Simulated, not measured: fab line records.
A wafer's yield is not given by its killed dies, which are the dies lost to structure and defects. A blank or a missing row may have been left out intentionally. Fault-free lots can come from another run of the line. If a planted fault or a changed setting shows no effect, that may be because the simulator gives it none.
Commonality check across tools || flow gf180mcu || 42 wafers sampled across 14 lots

== WHY THIS WAS OPENED ==
At GF_DUAL_GATE_THK_MEAS_03 the reading DUAL_GATE_OXIDATION_00_THK is flagged on 3 of 14 lots. No-fault wafers: 10.92 nm, standard deviation 0.22.
Rule: flag the lot when none of its wafers has a number, or when each of its wafers that has one lies beyond 4 standard deviations from that mean. As for the other lots, they are considered sound.

{"lot": "L160", "measured": "day 8 14:28", "on": "film metro-01", "DUAL_GATE_OXIDATION_00_THK (nm), wafer by wafer": "10.96 10.82 10.80", "flag": ""}
{"lot": "L161", "measured": "day 8 22:37", "on": "film metro-04", "DUAL_GATE_OXIDATION_00_THK (nm), wafer by wafer": "11.41 11.23 11.44", "flag": ""}
{"lot": "L162", "measured": "day 9 00:02", "on": "film metro-04", "DUAL_GATE_OXIDATION_00_THK (nm), wafer by wafer": "10.86 10.79 11.03", "flag": ""}
{"lot": "L167", "measured": "day 10 00:27", "on": "film metro-04", "DUAL_GATE_OXIDATION_00_THK (nm), wafer by wafer": "10.91 10.80 10.97", "flag": ""}
{"lot": "L166", "measured": "day 10 04:02", "on": "film metro-04", "DUAL_GATE_OXIDATION_00_THK (nm), wafer by wafer": "11.17 11.01 11.01", "flag": ""}
{"lot": "L168", "measured": "day 10 05:28", "on": "film metro-04", "DUAL_GATE_OXIDATION_00_THK (nm), wafer by wafer": "11.14 11.18 11.00", "flag": ""}
{"lot": "L169", "measured": "day 10 11:58", "on": "film metro-03", "DUAL_GATE_OXIDATION_00_THK (nm), wafer by wafer": "11.08 11.06 11.01", "flag": ""}
{"lot": "L170", "measured": "day 10 19:53", "on": "film metro-04", "DUAL_GATE_OXIDATION_00_THK (nm), wafer by wafer": "18.06 17.83 17.81", "flag": "FLAGGED"}
{"lot": "L171", "measured": "day 11 00:08", "on": "film metro-04", "DUAL_GATE_OXIDATION_00_THK (nm), wafer by wafer": "10.84 10.78 10.67", "flag": ""}
{"lot": "L172", "measured": "day 11 06:30", "on": "film metro-04", "DUAL_GATE_OXIDATION_00_THK (nm), wafer by wafer": "10.93 11.04 11.04", "flag": ""}
{"lot": "L175", "measured": "day 12 03:44", "on": "film metro-04", "DUAL_GATE_OXIDATION_00_THK (nm), wafer by wafer": "17.34 17.61 17.48", "flag": "FLAGGED"}
{"lot": "L177", "measured": "day 12 13:58", "on": "film metro-01", "DUAL_GATE_OXIDATION_00_THK (nm), wafer by wafer": "17.46 17.37 17.11", "flag": "FLAGGED"}
{"lot": "L180", "measured": "day 13 11:53", "on": "film metro-03", "DUAL_GATE_OXIDATION_00_THK (nm), wafer by wafer": "10.57 10.63 10.63", "flag": ""}
{"lot": "L181", "measured": "day 13 14:28", "on": "film metro-01", "DUAL_GATE_OXIDATION_00_THK (nm), wafer by wafer": "10.82 10.82 10.82", "flag": ""}
The mean of the flagged lots' numbers is 17.56 nm, +6.64 nm from the usual (+30 standard deviations).

== EACH LOT AND THE TOOL IT RAN ON ==
The record holds 1 process step before the reading, out of a route of 602 steps. In each cell: the tool, then ch and the chambers that the sampled wafers went through, then the start.
{"lot": "L160", "flag": "", "GF_DUAL_GATE_OXIDATION_02": "furnace-02 ch 0, day 8 13:01"}
{"lot": "L161", "flag": "", "GF_DUAL_GATE_OXIDATION_02": "furnace-02 ch 0, day 8 21:09"}
{"lot": "L162", "flag": "", "GF_DUAL_GATE_OXIDATION_02": "furnace-02 ch 0, day 8 22:36"}
{"lot": "L167", "flag": "", "GF_DUAL_GATE_OXIDATION_02": "furnace-01 ch 0, day 9 23:01"}
{"lot": "L166", "flag": "", "GF_DUAL_GATE_OXIDATION_02": "furnace-02 ch 0, day 10 02:35"}
{"lot": "L168", "flag": "", "GF_DUAL_GATE_OXIDATION_02": "furnace-02 ch 0, day 10 04:02"}
{"lot": "L169", "flag": "", "GF_DUAL_GATE_OXIDATION_02": "furnace-02 ch 0, day 10 10:31"}
{"lot": "L170", "flag": "FLAGGED", "GF_DUAL_GATE_OXIDATION_02": "furnace-02 ch 0, day 10 15:52"}
{"lot": "L171", "flag": "", "GF_DUAL_GATE_OXIDATION_02": "furnace-01 ch 0, day 10 22:41"}
{"lot": "L172", "flag": "", "GF_DUAL_GATE_OXIDATION_02": "furnace-02 ch 0, day 11 05:03"}
{"lot": "L175", "flag": "FLAGGED", "GF_DUAL_GATE_OXIDATION_02": "furnace-02 ch 0, day 12 00:11 and furnace-01 ch 0, day 12 02:17"}
{"lot": "L177", "flag": "FLAGGED", "GF_DUAL_GATE_OXIDATION_02": "furnace-02 ch 0, day 12 09:52 and furnace-01 ch 0, day 12 12:31"}
{"lot": "L180", "flag": "", "GF_DUAL_GATE_OXIDATION_02": "furnace-01 ch 0, day 13 10:26"}
{"lot": "L181", "flag": "", "GF_DUAL_GATE_OXIDATION_02": "furnace-01 ch 0, day 13 13:01"}
What the steps here do:
- GF_DUAL_GATE_OXIDATION_02: stabilise 600 s, purge 300 s, target thk 10.887 nm.
- GF_DUAL_GATE_THK_MEAS_03

== FLAGGED OVER TOTAL, TOOL BY TOOL (the gauges that took the reading come last) ==
{"step": "GF_DUAL_GATE_OXIDATION_02", "tool": "furnace-01", "lots run": 6, "flagged": 2, "share of the flagged lots": "some", "sound lots run after its first flagged lot": "2 (L180,L181)"}
{"step": "GF_DUAL_GATE_OXIDATION_02", "tool": "furnace-02", "lots run": 10, "flagged": 3, "share of the flagged lots": "all", "sound lots run after its first flagged lot": "1 (L172)"}
{"step": "GF_DUAL_GATE_THK_MEAS_03", "tool": "film metro-01", "lots run": 3, "flagged": 1, "share of the flagged lots": "some", "sound lots run after its first flagged lot": "1 (L181)"}
{"step": "GF_DUAL_GATE_THK_MEAS_03", "tool": "film metro-03", "lots run": 2, "flagged": 0, "share of the flagged lots": "none", "sound lots run after its first flagged lot": "-"}
{"step": "GF_DUAL_GATE_THK_MEAS_03", "tool": "film metro-04", "lots run": 9, "flagged": 2, "share of the flagged lots": "some", "sound lots run after its first flagged lot": "2 (L171,L172)"}

== WHAT THE TABLE ALLOWS ==
Rows of the table that ran each flagged lot: 1, that is furnace-02 at GF_DUAL_GATE_OXIDATION_02.
- furnace-02 at GF_DUAL_GATE_OXIDATION_02: 3 of its 10 lots flagged. Lots that were sound ran on it after the first flagged one (L172); a persistent fault on the entire tool would not allow that.
Not one row of the table ran every flagged lot while running no sound lot after the first.

== WHAT THE SIMULATOR HAD INSERTED ==
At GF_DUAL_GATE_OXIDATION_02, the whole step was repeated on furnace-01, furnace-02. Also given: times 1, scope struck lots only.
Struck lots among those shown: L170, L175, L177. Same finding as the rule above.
